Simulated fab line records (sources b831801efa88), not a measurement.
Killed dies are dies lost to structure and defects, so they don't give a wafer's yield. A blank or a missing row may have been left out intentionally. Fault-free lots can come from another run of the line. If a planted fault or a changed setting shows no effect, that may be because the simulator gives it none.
Which tool is to blame? || flow sfq_line || 42 wafers from 14 lots sampled at 6 of the route's 325 steps

## WHAT EACH GAUGE READ, for each wafer
The record holds no reading of a measuring or inspecting step that can be judged against a usual standard deviation.

## TOOL THAT RAN EACH LOT (tool first, then ch and the chambers of the sampled wafers, then the start)
{"lot": "L364", "SFQ_TRILAYER_L0_BARC_OPEN_METAL_ETCH_010": "rie_metal-04 ch 0,1, day 2 22:50", "SFQ_TRILAYER_L0_ETCH_METAL_ETCH_008": "rie_metal-04 ch 0,1, day 2 22:53", "SFQ_TRILAYER_L0_VIA_LITHO_EXPOSE_014": "krf_scanner-02 ch 0, day 5 16:47", "SFQ_TRILAYER_JJ_CE_STRIP_STRIP_120": "rie_metal-01 ch 0,1, day 46 20:01", "SFQ_TRILAYER_M5_STRIP_STRIP_127": "rie_metal-02 ch 0,1, day 52 15:35", "SFQ_TRILAYER_R5_DEP_SPUTTER_134": "pvd_sputter-05, day 52 21:39"}
{"lot": "L367", "SFQ_TRILAYER_L0_BARC_OPEN_METAL_ETCH_010": "rie_metal-03 ch 0,1, day 3 14:25", "SFQ_TRILAYER_L0_ETCH_METAL_ETCH_008": "rie_metal-03 ch 0,1, day 3 14:29", "SFQ_TRILAYER_L0_VIA_LITHO_EXPOSE_014": "krf_scanner-02 ch 0, day 6 10:23", "SFQ_TRILAYER_JJ_CE_STRIP_STRIP_120": "rie_metal-03 ch 0,1, day 48 00:37", "SFQ_TRILAYER_M5_STRIP_STRIP_127": "rie_metal-04 ch 0,1, day 53 14:11", "SFQ_TRILAYER_R5_DEP_SPUTTER_134": "pvd_sputter-06, day 53 21:47"}
{"lot": "L368", "SFQ_TRILAYER_L0_BARC_OPEN_METAL_ETCH_010": "rie_metal-03 ch 0,1, day 3 22:23", "SFQ_TRILAYER_L0_ETCH_METAL_ETCH_008": "rie_metal-03 ch 0,1, day 3 22:27", "SFQ_TRILAYER_L0_VIA_LITHO_EXPOSE_014": "krf_scanner-02 ch 0, day 6 22:52", "SFQ_TRILAYER_JJ_CE_STRIP_STRIP_120": "rie_metal-04 ch 0,1, day 48 14:56", "SFQ_TRILAYER_M5_STRIP_STRIP_127": "rie_metal-03 ch 0,1, day 54 06:59", "SFQ_TRILAYER_R5_DEP_SPUTTER_134": "pvd_sputter-04, day 54 12:08"}
{"lot": "L369", "SFQ_TRILAYER_L0_BARC_OPEN_METAL_ETCH_010": "rie_metal-03 ch 0,1, day 4 04:25", "SFQ_TRILAYER_L0_ETCH_METAL_ETCH_008": "rie_metal-03 ch 0,1, day 4 04:28", "SFQ_TRILAYER_L0_VIA_LITHO_EXPOSE_014": "krf_scanner-02, day 7 06:01", "SFQ_TRILAYER_JJ_CE_STRIP_STRIP_120": "rie_metal-03 ch 0,1, day 49 10:20", "SFQ_TRILAYER_M5_STRIP_STRIP_127": "rie_metal-04 ch 0,1, day 54 22:47", "SFQ_TRILAYER_R5_DEP_SPUTTER_134": "pvd_sputter-05, day 55 03:44"}
{"lot": "L370", "SFQ_TRILAYER_L0_BARC_OPEN_METAL_ETCH_010": "rie_metal-04 ch 0,1, day 4 09:11", "SFQ_TRILAYER_L0_ETCH_METAL_ETCH_008": "rie_metal-04 ch 0,1, day 4 09:15", "SFQ_TRILAYER_L0_VIA_LITHO_EXPOSE_014": "krf_scanner-02, day 7 10:13", "SFQ_TRILAYER_JJ_CE_STRIP_STRIP_120": "rie_metal-04 ch 0,1, day 49 17:47", "SFQ_TRILAYER_M5_STRIP_STRIP_127": "rie_metal-02 ch 0,1, day 55 02:38", "SFQ_TRILAYER_R5_DEP_SPUTTER_134": "pvd_sputter-06, day 55 10:18"}
{"lot": "L375", "SFQ_TRILAYER_L0_BARC_OPEN_METAL_ETCH_010": "rie_metal-01 ch 0,1, day 5 09:17", "SFQ_TRILAYER_L0_ETCH_METAL_ETCH_008": "rie_metal-01 ch 0,1, day 5 09:21", "SFQ_TRILAYER_L0_VIA_LITHO_EXPOSE_014": "krf_scanner-02 ch 0, day 8 15:01", "SFQ_TRILAYER_JJ_CE_STRIP_STRIP_120": "rie_metal-04 ch 0,1, day 51 22:31", "SFQ_TRILAYER_M5_STRIP_STRIP_127": "rie_metal-02 ch 0,1, day 57 08:45", "SFQ_TRILAYER_R5_DEP_SPUTTER_134": "pvd_sputter-05, day 58 04:50"}
{"lot": "L376", "SFQ_TRILAYER_L0_BARC_OPEN_METAL_ETCH_010": "rie_metal-01 ch 0,1, day 5 15:17", "SFQ_TRILAYER_L0_ETCH_METAL_ETCH_008": "rie_metal-01 ch 0,1, day 5 15:21", "SFQ_TRILAYER_L0_VIA_LITHO_EXPOSE_014": "krf_scanner-02 ch 0, day 8 22:13", "SFQ_TRILAYER_JJ_CE_STRIP_STRIP_120": "rie_metal-03 ch 0,1, day 52 06:58", "SFQ_TRILAYER_M5_STRIP_STRIP_127": "rie_metal-04 ch 0,1, day 57 15:57", "SFQ_TRILAYER_R5_DEP_SPUTTER_134": "pvd_sputter-05, day 58 11:08"}
{"lot": "L378", "SFQ_TRILAYER_L0_BARC_OPEN_METAL_ETCH_010": "rie_metal-03 ch 0,1, day 5 23:43", "SFQ_TRILAYER_L0_ETCH_METAL_ETCH_008": "rie_metal-03 ch 0,1, day 5 23:46", "SFQ_TRILAYER_L0_VIA_LITHO_EXPOSE_014": "krf_scanner-02 ch 0, day 9 05:49", "SFQ_TRILAYER_JJ_CE_STRIP_STRIP_120": "rie_metal-03 ch 1, day 52 11:26", "SFQ_TRILAYER_M5_STRIP_STRIP_127": "rie_metal-03 ch 0,1, day 57 22:47", "SFQ_TRILAYER_R5_DEP_SPUTTER_134": "pvd_sputter-05, day 58 22:32"}
{"lot": "L379", "SFQ_TRILAYER_L0_BARC_OPEN_METAL_ETCH_010": "rie_metal-04 ch 0,1, day 6 04:31", "SFQ_TRILAYER_L0_ETCH_METAL_ETCH_008": "rie_metal-04 ch 0,1, day 6 04:34", "SFQ_TRILAYER_L0_VIA_LITHO_EXPOSE_014": "krf_scanner-02 ch 0, day 9 14:13", "SFQ_TRILAYER_JJ_CE_STRIP_STRIP_120": "rie_metal-03 ch 1, day 52 13:50", "SFQ_TRILAYER_M5_STRIP_STRIP_127": "rie_metal-02 ch 0,1, day 57 23:59", "SFQ_TRILAYER_R5_DEP_SPUTTER_134": "pvd_sputter-04, day 58 23:08"}
{"lot": "L381", "SFQ_TRILAYER_L0_BARC_OPEN_METAL_ETCH_010": "rie_metal-03 ch 0,1, day 6 14:50", "SFQ_TRILAYER_L0_ETCH_METAL_ETCH_008": "rie_metal-03 ch 0,1, day 6 14:54", "SFQ_TRILAYER_L0_VIA_LITHO_EXPOSE_014": "krf_scanner-02 ch 0, day 10 05:25", "SFQ_TRILAYER_JJ_CE_STRIP_STRIP_120": "rie_metal-01 ch 0,1, day 53 06:14", "SFQ_TRILAYER_M5_STRIP_STRIP_127": "rie_metal-02 ch 0,1, day 58 16:35", "SFQ_TRILAYER_R5_DEP_SPUTTER_134": "pvd_sputter-04, day 59 13:32"}
{"lot": "L382", "SFQ_TRILAYER_L0_BARC_OPEN_METAL_ETCH_010": "rie_metal-03 ch 0,1, day 6 20:52", "SFQ_TRILAYER_L0_ETCH_METAL_ETCH_008": "rie_metal-03 ch 0,1, day 6 20:55", "SFQ_TRILAYER_L0_VIA_LITHO_EXPOSE_014": "krf_scanner-02 ch 0, day 10 11:37", "SFQ_TRILAYER_JJ_CE_STRIP_STRIP_120": "rie_metal-03 ch 0,1, day 53 12:26", "SFQ_TRILAYER_M5_STRIP_STRIP_127": "rie_metal-04 ch 0,1, day 58 21:35", "SFQ_TRILAYER_R5_DEP_SPUTTER_134": "pvd_sputter-05, day 59 16:32"}
{"lot": "L383", "SFQ_TRILAYER_L0_BARC_OPEN_METAL_ETCH_010": "rie_metal-04 ch 0, day 7 00:26", "SFQ_TRILAYER_L0_ETCH_METAL_ETCH_008": "rie_metal-04 ch 0, day 7 00:30", "SFQ_TRILAYER_L0_VIA_LITHO_EXPOSE_014": "krf_scanner-02 ch 0, day 10 13:49", "SFQ_TRILAYER_JJ_CE_STRIP_STRIP_120": "rie_metal-01 ch 0,1, day 53 18:14", "SFQ_TRILAYER_M5_STRIP_STRIP_127": "rie_metal-04 ch 0,1, day 59 02:11", "SFQ_TRILAYER_R5_DEP_SPUTTER_134": "pvd_sputter-04, day 59 19:32"}
{"lot": "L384", "SFQ_TRILAYER_L0_BARC_OPEN_METAL_ETCH_010": "rie_metal-01 ch 0,1, day 7 07:38", "SFQ_TRILAYER_L0_ETCH_METAL_ETCH_008": "rie_metal-01 ch 0,1, day 7 07:43", "SFQ_TRILAYER_L0_VIA_LITHO_EXPOSE_014": "krf_scanner-02 ch 0, day 10 23:13", "SFQ_TRILAYER_JJ_CE_STRIP_STRIP_120": "rie_metal-03 ch 0,1, day 53 23:02", "SFQ_TRILAYER_M5_STRIP_STRIP_127": "rie_metal-02 ch 0,1, day 59 05:47", "SFQ_TRILAYER_R5_DEP_SPUTTER_134": "pvd_sputter-06, day 59 20:08"}
{"lot": "L385", "SFQ_TRILAYER_L0_BARC_OPEN_METAL_ETCH_010": "rie_metal-03 ch 0,1, day 7 10:02", "SFQ_TRILAYER_L0_ETCH_METAL_ETCH_008": "rie_metal-03 ch 0,1, day 7 10:06", "SFQ_TRILAYER_L0_VIA_LITHO_EXPOSE_014": "krf_scanner-02 ch 0, day 54 03:50 or earlier", "SFQ_TRILAYER_JJ_CE_STRIP_STRIP_120": "rie_metal-01 ch 0, day 54 03:50", "SFQ_TRILAYER_M5_STRIP_STRIP_127": "rie_metal-04 ch 0,1, day 59 09:23", "SFQ_TRILAYER_R5_DEP_SPUTTER_134": "pvd_sputter-04, day 59 22:32"}
- SFQ_TRILAYER_L0_BARC_OPEN_METAL_ETCH_010: etches BARC in O2, target depth 125 nm, time 41.7 s.
- SFQ_TRILAYER_L0_ETCH_METAL_ETCH_008: etches MoNx KI in SF6/O2, stops on SiO2, target depth 50 nm, time 25 s.
- SFQ_TRILAYER_L0_VIA_LITHO_EXPOSE_014: exposes mask L0V, target cd 700 nm.
- SFQ_TRILAYER_JJ_CE_STRIP_STRIP_120: strips in O2.
- SFQ_TRILAYER_M5_STRIP_STRIP_127: strips in O2.
- SFQ_TRILAYER_R5_DEP_SPUTTER_134: material Ti, target thk 5 nm, time 5 s.

## AS READ BY THE TOOLS THEMSELVES (means over the sampled wafers that have a number; for cases with no such wafer, the mark the record gives instead)
SFQ_TRILAYER_L0_BARC_OPEN_METAL_ETCH_010.
{"lot": "L364", "tool": "rie_metal-04", "bias_w (W)": 79.97, "chamber_pressure_mTorr (mTorr)": 10.000, "drypump_motor_current_A (A)": 5.3, "oes_product_au (a.u.)": 0.685}
{"lot": "L367", "tool": "rie_metal-03", "bias_w (W)": 79.90, "chamber_pressure_mTorr (mTorr)": 10.004, "drypump_motor_current_A (A)": 5.4, "oes_product_au (a.u.)": 0.688}
{"lot": "L368", "tool": "rie_metal-03", "bias_w (W)": 80.02, "chamber_pressure_mTorr (mTorr)": 9.992, "drypump_motor_current_A (A)": 5.4, "oes_product_au (a.u.)": 0.684}
{"lot": "L369", "tool": "rie_metal-03", "bias_w (W)": "-", "chamber_pressure_mTorr (mTorr)": "-", "drypump_motor_current_A (A)": "-", "oes_product_au (a.u.)": "-"}
{"lot": "L370", "tool": "rie_metal-04", "bias_w (W)": "-", "chamber_pressure_mTorr (mTorr)": "-", "drypump_motor_current_A (A)": "-", "oes_product_au (a.u.)": "-"}
{"lot": "L375", "tool": "rie_metal-01", "bias_w (W)": 79.85, "chamber_pressure_mTorr (mTorr)": 9.994, "drypump_motor_current_A (A)": 5.3, "oes_product_au (a.u.)": 0.687}
{"lot": "L376", "tool": "rie_metal-01", "bias_w (W)": 80.03, "chamber_pressure_mTorr (mTorr)": 10.001, "drypump_motor_current_A (A)": 5.5, "oes_product_au (a.u.)": 0.690}
{"lot": "L378", "tool": "rie_metal-03", "bias_w (W)": 80.16, "chamber_pressure_mTorr (mTorr)": 10.004, "drypump_motor_current_A (A)": 5.4, "oes_product_au (a.u.)": 0.683}
{"lot": "L379", "tool": "rie_metal-04", "bias_w (W)": 79.98, "chamber_pressure_mTorr (mTorr)": 10.002, "drypump_motor_current_A (A)": 5.3, "oes_product_au (a.u.)": 0.685}
{"lot": "L381", "tool": "rie_metal-03", "bias_w (W)": 80.07, "chamber_pressure_mTorr (mTorr)": 10.001, "drypump_motor_current_A (A)": 5.1, "oes_product_au (a.u.)": 0.681}
{"lot": "L382", "tool": "rie_metal-03", "bias_w (W)": 80.39, "chamber_pressure_mTorr (mTorr)": 10.001, "drypump_motor_current_A (A)": 5.5, "oes_product_au (a.u.)": 0.686}
{"lot": "L383", "tool": "rie_metal-04", "bias_w (W)": 79.87, "chamber_pressure_mTorr (mTorr)": 10.008, "drypump_motor_current_A (A)": 5.0, "oes_product_au (a.u.)": 0.686}
{"lot": "L384", "tool": "rie_metal-01", "bias_w (W)": 79.68, "chamber_pressure_mTorr (mTorr)": 10.000, "drypump_motor_current_A (A)": 5.3, "oes_product_au (a.u.)": 0.682}
{"lot": "L385", "tool": "rie_metal-03", "bias_w (W)": 80.01, "chamber_pressure_mTorr (mTorr)": 9.998, "drypump_motor_current_A (A)": 5.1, "oes_product_au (a.u.)": 0.682}

SFQ_TRILAYER_L0_ETCH_METAL_ETCH_008.
{"lot": "L364", "tool": "rie_metal-04", "bias_w (W)": 79.79, "chamber_pressure_mTorr (mTorr)": 9.996, "drypump_motor_current_A (A)": 5.3, "oes_product_au (a.u.)": 0.867}
{"lot": "L367", "tool": "rie_metal-03", "bias_w (W)": 80.28, "chamber_pressure_mTorr (mTorr)": 9.998, "drypump_motor_current_A (A)": 5.4, "oes_product_au (a.u.)": 0.877}
{"lot": "L368", "tool": "rie_metal-03", "bias_w (W)": 80.06, "chamber_pressure_mTorr (mTorr)": 10.006, "drypump_motor_current_A (A)": 5.4, "oes_product_au (a.u.)": 0.874}
{"lot": "L369", "tool": "rie_metal-03", "bias_w (W)": 80.19, "chamber_pressure_mTorr (mTorr)": 9.991, "drypump_motor_current_A (A)": 5.4, "oes_product_au (a.u.)": 0.379}
{"lot": "L370", "tool": "rie_metal-04", "bias_w (W)": 80.22, "chamber_pressure_mTorr (mTorr)": 10.007, "drypump_motor_current_A (A)": 5.1, "oes_product_au (a.u.)": 0.373}
{"lot": "L375", "tool": "rie_metal-01", "bias_w (W)": 80.07, "chamber_pressure_mTorr (mTorr)": 9.995, "drypump_motor_current_A (A)": 5.3, "oes_product_au (a.u.)": 0.865}
{"lot": "L376", "tool": "rie_metal-01", "bias_w (W)": 80.08, "chamber_pressure_mTorr (mTorr)": 9.997, "drypump_motor_current_A (A)": 5.5, "oes_product_au (a.u.)": 0.879}
{"lot": "L378", "tool": "rie_metal-03", "bias_w (W)": 79.81, "chamber_pressure_mTorr (mTorr)": 9.994, "drypump_motor_current_A (A)": 5.4, "oes_product_au (a.u.)": 0.879}
{"lot": "L379", "tool": "rie_metal-04", "bias_w (W)": 80.00, "chamber_pressure_mTorr (mTorr)": 10.009, "drypump_motor_current_A (A)": 5.3, "oes_product_au (a.u.)": 0.870}
{"lot": "L381", "tool": "rie_metal-03", "bias_w (W)": 80.15, "chamber_pressure_mTorr (mTorr)": 9.996, "drypump_motor_current_A (A)": 5.1, "oes_product_au (a.u.)": 0.871}
{"lot": "L382", "tool": "rie_metal-03", "bias_w (W)": 79.75, "chamber_pressure_mTorr (mTorr)": 10.003, "drypump_motor_current_A (A)": 5.4, "oes_product_au (a.u.)": 0.869}
{"lot": "L383", "tool": "rie_metal-04", "bias_w (W)": 79.94, "chamber_pressure_mTorr (mTorr)": 9.989, "drypump_motor_current_A (A)": 5.0, "oes_product_au (a.u.)": 0.881}
{"lot": "L384", "tool": "rie_metal-01", "bias_w (W)": 79.95, "chamber_pressure_mTorr (mTorr)": 10.000, "drypump_motor_current_A (A)": 5.3, "oes_product_au (a.u.)": 0.878}
{"lot": "L385", "tool": "rie_metal-03", "bias_w (W)": 80.06, "chamber_pressure_mTorr (mTorr)": 10.001, "drypump_motor_current_A (A)": 5.1, "oes_product_au (a.u.)": 0.873}

SFQ_TRILAYER_L0_VIA_LITHO_EXPOSE_014.
{"lot": "L364", "tool": "krf_scanner-02", "exposure_dose_mJ_cm2": 21.287, "focus_offset_nm (nm)": 0.0}
{"lot": "L367", "tool": "krf_scanner-02", "exposure_dose_mJ_cm2": 21.317, "focus_offset_nm (nm)": 0.2}
{"lot": "L368", "tool": "krf_scanner-02", "exposure_dose_mJ_cm2": 21.294, "focus_offset_nm (nm)": -0.1}
{"lot": "L369", "tool": "krf_scanner-02", "exposure_dose_mJ_cm2": "-", "focus_offset_nm (nm)": "-"}
{"lot": "L370", "tool": "krf_scanner-02", "exposure_dose_mJ_cm2": "-", "focus_offset_nm (nm)": "-"}
{"lot": "L375", "tool": "krf_scanner-02", "exposure_dose_mJ_cm2": 21.301, "focus_offset_nm (nm)": 0.1}
{"lot": "L376", "tool": "krf_scanner-02", "exposure_dose_mJ_cm2": 21.307, "focus_offset_nm (nm)": -0.6}
{"lot": "L378", "tool": "krf_scanner-02", "exposure_dose_mJ_cm2": 21.298, "focus_offset_nm (nm)": -0.4}
{"lot": "L379", "tool": "krf_scanner-02", "exposure_dose_mJ_cm2": 21.319, "focus_offset_nm (nm)": 0.5}
{"lot": "L381", "tool": "krf_scanner-02", "exposure_dose_mJ_cm2": 21.314, "focus_offset_nm (nm)": -0.6}
{"lot": "L382", "tool": "krf_scanner-02", "exposure_dose_mJ_cm2": 21.298, "focus_offset_nm (nm)": 0.2}
{"lot": "L383", "tool": "krf_scanner-02", "exposure_dose_mJ_cm2": 21.282, "focus_offset_nm (nm)": -0.2}
{"lot": "L384", "tool": "krf_scanner-02", "exposure_dose_mJ_cm2": 21.292, "focus_offset_nm (nm)": -0.5}
{"lot": "L385", "tool": "krf_scanner-02", "exposure_dose_mJ_cm2": 21.302, "focus_offset_nm (nm)": -0.3}

SFQ_TRILAYER_JJ_CE_STRIP_STRIP_120.
{"lot": "L364", "tool": "rie_metal-01", "drypump_motor_current_A (A)": 5.3, "oes_product_au (a.u.)": 1.019}
{"lot": "L367", "tool": "rie_metal-03", "drypump_motor_current_A (A)": 5.4, "oes_product_au (a.u.)": 1.001}
{"lot": "L368", "tool": "rie_metal-04", "drypump_motor_current_A (A)": 5.3, "oes_product_au (a.u.)": 0.993}
{"lot": "L369", "tool": "rie_metal-03", "drypump_motor_current_A (A)": 5.1, "oes_product_au (a.u.)": 0.998}
{"lot": "L370", "tool": "rie_metal-04", "drypump_motor_current_A (A)": 5.1, "oes_product_au (a.u.)": 1.006}
{"lot": "L375", "tool": "rie_metal-04", "drypump_motor_current_A (A)": 5.3, "oes_product_au (a.u.)": 0.994}
{"lot": "L376", "tool": "rie_metal-03", "drypump_motor_current_A (A)": 5.5, "oes_product_au (a.u.)": 1.010}
{"lot": "L378", "tool": "rie_metal-03", "drypump_motor_current_A (A)": 5.7, "oes_product_au (a.u.)": 1.006}
{"lot": "L379", "tool": "rie_metal-03", "drypump_motor_current_A (A)": 5.7, "oes_product_au (a.u.)": 1.012}
{"lot": "L381", "tool": "rie_metal-01", "drypump_motor_current_A (A)": 5.3, "oes_product_au (a.u.)": 1.006}
{"lot": "L382", "tool": "rie_metal-03", "drypump_motor_current_A (A)": 5.4, "oes_product_au (a.u.)": 1.009}
{"lot": "L383", "tool": "rie_metal-01", "drypump_motor_current_A (A)": 5.4, "oes_product_au (a.u.)": 0.999}
{"lot": "L384", "tool": "rie_metal-03", "drypump_motor_current_A (A)": 5.4, "oes_product_au (a.u.)": 1.009}
{"lot": "L385", "tool": "rie_metal-01", "drypump_motor_current_A (A)": 5.2, "oes_product_au (a.u.)": 1.009}

SFQ_TRILAYER_M5_STRIP_STRIP_127.
{"lot": "L364", "tool": "rie_metal-02", "drypump_motor_current_A (A)": 5.26, "oes_product_au (a.u.)": 0.998}
{"lot": "L367", "tool": "rie_metal-04", "drypump_motor_current_A (A)": 5.31, "oes_product_au (a.u.)": 0.990}
{"lot": "L368", "tool": "rie_metal-03", "drypump_motor_current_A (A)": 5.44, "oes_product_au (a.u.)": 1.010}
{"lot": "L369", "tool": "rie_metal-04", "drypump_motor_current_A (A)": 5.32, "oes_product_au (a.u.)": 0.996}
{"lot": "L370", "tool": "rie_metal-02", "drypump_motor_current_A (A)": 5.30, "oes_product_au (a.u.)": 1.001}
{"lot": "L375", "tool": "rie_metal-02", "drypump_motor_current_A (A)": 5.27, "oes_product_au (a.u.)": 0.993}
{"lot": "L376", "tool": "rie_metal-04", "drypump_motor_current_A (A)": 5.18, "oes_product_au (a.u.)": 1.003}
{"lot": "L378", "tool": "rie_metal-03", "drypump_motor_current_A (A)": 5.09, "oes_product_au (a.u.)": 0.997}
{"lot": "L379", "tool": "rie_metal-02", "drypump_motor_current_A (A)": 5.26, "oes_product_au (a.u.)": 0.989}
{"lot": "L381", "tool": "rie_metal-02", "drypump_motor_current_A (A)": 5.28, "oes_product_au (a.u.)": 0.999}
{"lot": "L382", "tool": "rie_metal-04", "drypump_motor_current_A (A)": 5.31, "oes_product_au (a.u.)": 0.997}
{"lot": "L383", "tool": "rie_metal-04", "drypump_motor_current_A (A)": 5.31, "oes_product_au (a.u.)": 1.007}
{"lot": "L384", "tool": "rie_metal-02", "drypump_motor_current_A (A)": 5.27, "oes_product_au (a.u.)": 0.997}
{"lot": "L385", "tool": "rie_metal-04", "drypump_motor_current_A (A)": 5.30, "oes_product_au (a.u.)": 1.000}

SFQ_TRILAYER_R5_DEP_SPUTTER_134.
{"lot": "L364", "tool": "pvd_sputter-05", "throttle_valve_pct (%)": 30.1}
{"lot": "L367", "tool": "pvd_sputter-06", "throttle_valve_pct (%)": 29.0}
{"lot": "L368", "tool": "pvd_sputter-04", "throttle_valve_pct (%)": 30.0}
{"lot": "L369", "tool": "pvd_sputter-05", "throttle_valve_pct (%)": 30.0}
{"lot": "L370", "tool": "pvd_sputter-06", "throttle_valve_pct (%)": 30.0}
{"lot": "L375", "tool": "pvd_sputter-05", "throttle_valve_pct (%)": 29.5}
{"lot": "L376", "tool": "pvd_sputter-05", "throttle_valve_pct (%)": 30.0}
{"lot": "L378", "tool": "pvd_sputter-05", "throttle_valve_pct (%)": 30.1}
{"lot": "L379", "tool": "pvd_sputter-04", "throttle_valve_pct (%)": 30.2}
{"lot": "L381", "tool": "pvd_sputter-04", "throttle_valve_pct (%)": 29.9}
{"lot": "L382", "tool": "pvd_sputter-05", "throttle_valve_pct (%)": 29.7}
{"lot": "L383", "tool": "pvd_sputter-04", "throttle_valve_pct (%)": 30.8}
{"lot": "L384", "tool": "pvd_sputter-06", "throttle_valve_pct (%)": 29.8}
{"lot": "L385", "tool": "pvd_sputter-04", "throttle_valve_pct (%)": 30.1}

## THE ANSWER, worked out from the rows above alone
Rule: usual is defined by the lots themselves. The widest of any qualifying gaps counts: lots, ordered by their means at a reading, are off when they make up no more than a third of the lots, leave a main group of 4 or more, and stand apart from it by 3 or more times the standard deviation of that group's means. If all means in a main group match to the digits the tables above print for the reading, that group is not used. A lot without any number at a reading at which 4 lots or more have one is off too. The other lots that the step has rows for count as sound. The gauges are gone through in route order, then the tools' own readings, and for those a lot's mean is taken as printed above. At the first step where some lot is off, the reading lying furthest off is the one used; lots without a number count as furthest.
Off: L369, L370 (SFQ_TRILAYER_L0_BARC_OPEN_METAL_ETCH_010, bias_w). Without a number there: L369, L370. Mean 79.99 W and standard deviation 0.17 in the main group.
A tool fits if, at that step or a process step before it, it ran every lot that is off, and no sound lot after the first of them. Not one of the candidates tried fits.

## WHAT THE SIMULATOR HAD INSERTED
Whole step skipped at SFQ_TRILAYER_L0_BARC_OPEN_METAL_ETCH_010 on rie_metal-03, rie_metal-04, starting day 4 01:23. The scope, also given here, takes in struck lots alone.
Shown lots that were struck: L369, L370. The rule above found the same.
